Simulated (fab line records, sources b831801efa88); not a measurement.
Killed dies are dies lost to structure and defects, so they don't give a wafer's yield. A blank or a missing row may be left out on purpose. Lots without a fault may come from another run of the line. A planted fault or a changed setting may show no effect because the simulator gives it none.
Which tool did it? | flow gf180mcu | 6 lots, 18 wafers sampled, at 2 steps of a route of 602

WHAT THE GAUGES READ, wafer by wafer
GF_PSD_RS_MEAS_14: measures by four-point-probe.
lot  | measured     | on            | NSD_RS (ohm/sq)
L524 | day 15 03:53 | film_metro-01 | 39.95 39.96 40.05
L527 | day 16 14:14 | film_metro-01 | 39.85 39.90 39.93
L535 | day 19 19:20 | film_metro-02 | 46.20 46.24 46.24
L537 | day 20 10:09 | film_metro-02 | 46.35 46.32 46.31
L540 | day 21 02:30 | film_metro-02 | 46.23 46.01 46.20
L543 | day 22 07:08 | film_metro-01 | 46.14 46.05 46.18

WHICH TOOL RAN EACH LOT (tool, then ch and the chambers of the sampled wafers, then the start)
lot  | GF_PSD_RTA_13
L524 | rtp_anneal-01 ch 0, day 15 03:49
L527 | rtp_anneal-01 ch 0, day 16 14:08
L535 | rtp_anneal-01 ch 0, day 19 19:16
L537 | rtp_anneal-01 ch 0, day 20 10:04
L540 | rtp_anneal-02 ch 0, day 21 02:25
L543 | rtp_anneal-02 ch 0, day 22 07:02
- GF_PSD_RTA_13: time 20 s.

THE ANSWER, worked out from the rows above alone
Rule: what is usual is taken from the lots themselves. Put in order of their means at a reading, lots are off if they are a third of the lots or fewer, leave a main group of 4 or more, and stand apart from it by a gap of 3 or more times the standard deviation of the main group's means; of several such gaps the widest counts. A main group whose means are all the same, to the digits that the tables above print for the reading, isn't used. A lot without any number at a reading at which 4 lots or more have one is off too. The other lots that the step has rows for count as sound.
Off: L524, L527, at GF_PSD_RS_MEAS_14 (NSD_RS). The main group: mean 46.21 ohm/sq, standard deviation 0.08.
A tool fits if, at a process step before that reading, it ran every lot that is off, and no sound lot after the first of them. The gauges at GF_PSD_RS_MEAS_14 are tried like those tools. None of those tried fits.

WHAT THE SIMULATOR HAD PUT IN
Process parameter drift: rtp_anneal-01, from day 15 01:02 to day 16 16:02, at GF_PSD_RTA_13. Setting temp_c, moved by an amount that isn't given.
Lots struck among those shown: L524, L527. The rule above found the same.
